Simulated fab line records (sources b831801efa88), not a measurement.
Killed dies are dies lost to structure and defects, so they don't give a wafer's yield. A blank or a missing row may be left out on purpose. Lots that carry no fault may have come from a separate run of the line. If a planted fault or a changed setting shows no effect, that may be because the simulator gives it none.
Commonality check across tools    flow gf180mcu    39 wafers sampled across 11 lots

## REASON IT WAS OPENED
Flagged at GF_V3_CD_MEAS_14: reading cd_nm, on 2 of 11 lots. Wafers without a fault read 260.1 nm, standard deviation 1.2.
Rule: a lot is flagged in two cases, either no wafer of it has a number, or all its wafers with numbers fall more than 4 standard deviations from that mean. All remaining lots are regarded as sound.

lot   measured      on         cd_nm (nm), wafer by wafer           flag
L227  day 22 04:29  cd_sem-02  262.1 262.3 260.8                    
L231  day 23 16:51  cd_sem-02  260.6 261.2 260.3                    
L234  day 24 21:25  cd_sem-02  242.7 242.3 241.4 242.5 242.6 241.3  FLAGGED
L235  day 25 05:14  cd_sem-02  259.9 259.7 259.9                    
L236  day 25 08:51  cd_sem-01  247.7 248.8 247.2 247.5 248.7 247.2  FLAGGED
L243  day 27 19:08  cd_sem-01  260.3 260.7 260.3                    
L244  day 28 04:11  cd_sem-02  258.0 259.0 258.3                    
L246  day 28 18:23  cd_sem-01  261.5 262.3 263.1                    
L248  day 29 07:06  cd_sem-02  259.8 260.7 259.7                    
L249  day 29 13:44  cd_sem-02  261.0 260.5 260.4                    
L250  day 29 19:29  cd_sem-02  258.9 259.1 259.0                    
The mean of the flagged lots' numbers is 245.0 nm, -15.1 nm from the usual (-13 standard deviations).

## TOOL THAT RAN EACH LOT
The record holds 2 process steps before the reading, out of a route of 602 steps. Read each cell as the tool, then ch plus the chambers that the sampled wafers visited, then the start.
lot   flag     GF_V2_CMP_26                   GF_V3_PEB_12
L227           cmp-01 ch 0,3, day 20 02:46    litho_track-04 ch 0, day 22 04:08
L231           cmp-01 ch 1,2, day 21 16:59    litho_track-01 ch 0, day 23 16:30
L234  FLAGGED  cmp-02 ch 0,1, day 22 22:23    litho_track-01 ch 0, day 24 21:05
L235           cmp-02 ch 1,2,3, day 23 07:14  litho_track-02 ch 0, day 25 04:53
L236  FLAGGED  cmp-02 ch 0,1,2, day 23 11:37  litho_track-01 ch 0, day 25 08:30
L243           cmp-01 ch 1,2,3, day 26 00:40  litho_track-01 ch 0, day 27 18:49
L244           cmp-01 ch 1,2, day 26 10:41    litho_track-01 ch 0, day 28 03:52
L246           cmp-01 ch 0,1,2, day 27 00:37  litho_track-02 ch 0, day 28 18:02
L248           cmp-01 ch 1,2,3, day 27 14:17  litho_track-01 ch 0, day 29 06:45
L249           cmp-02 ch 0,1,3, day 27 21:25  litho_track-02 ch 0, day 29 13:23
L250           cmp-01 ch 1,3, day 28 03:24    litho_track-02 ch 0, day 29 19:08
These steps, and what they do:
- GF_V2_CMP_26: polishes, stops on SiO2, t overpolish 15 s, target thk 0 nm.
- GF_V3_PEB_12: peb time 90 s.
- GF_V3_CD_MEAS_14: target cd 260 nm.

## FLAGGED AGAINST TOTAL, ONE TOOL AT A TIME (gauges that did the reading follow at the end)
step              tool            lots run  flagged  share of the flagged lots  sound lots run after its first flagged lot
GF_V2_CMP_26      cmp-01          7         0        none                       -
GF_V2_CMP_26      cmp-02          4         2        all                        2 (L235,L249)
GF_V3_PEB_12      litho_track-01  6         2        all                        3 (L243,L244,L248)
GF_V3_PEB_12      litho_track-02  4         0        none                       -
GF_V3_PEB_12      litho_track-04  1         0        none                       -
GF_V3_CD_MEAS_14  cd_sem-01       3         1        some                       2 (L243,L246)
GF_V3_CD_MEAS_14  cd_sem-02       8         1        some                       5 (L235,L244,L248,L249,L250)

## THE TABLE: WHAT IT ALLOWS
Rows of the table that ran all the flagged lots, 2 in number: cmp-02 at GF_V2_CMP_26; litho_track-01 at GF_V3_PEB_12.
- cmp-02 at GF_V2_CMP_26: 2 of its 4 lots flagged. Sound lots followed the first flagged one (L235, L249) on it, something a lasting fault affecting the whole tool could not allow.
- litho_track-01 at GF_V3_PEB_12: 2 of its 6 lots flagged. Sound lots followed the first flagged one (L243, L244, L248) on it, something a lasting fault affecting the whole tool could not allow. Its own readings lie more than 4 standard deviations out on every wafer of the flagged lots: heater_power_total_W, plate_temp_C.
None of the table's rows ran every flagged lot and, after the first, no sound lot.

## WHAT WAS PUT IN BY THE SIMULATOR
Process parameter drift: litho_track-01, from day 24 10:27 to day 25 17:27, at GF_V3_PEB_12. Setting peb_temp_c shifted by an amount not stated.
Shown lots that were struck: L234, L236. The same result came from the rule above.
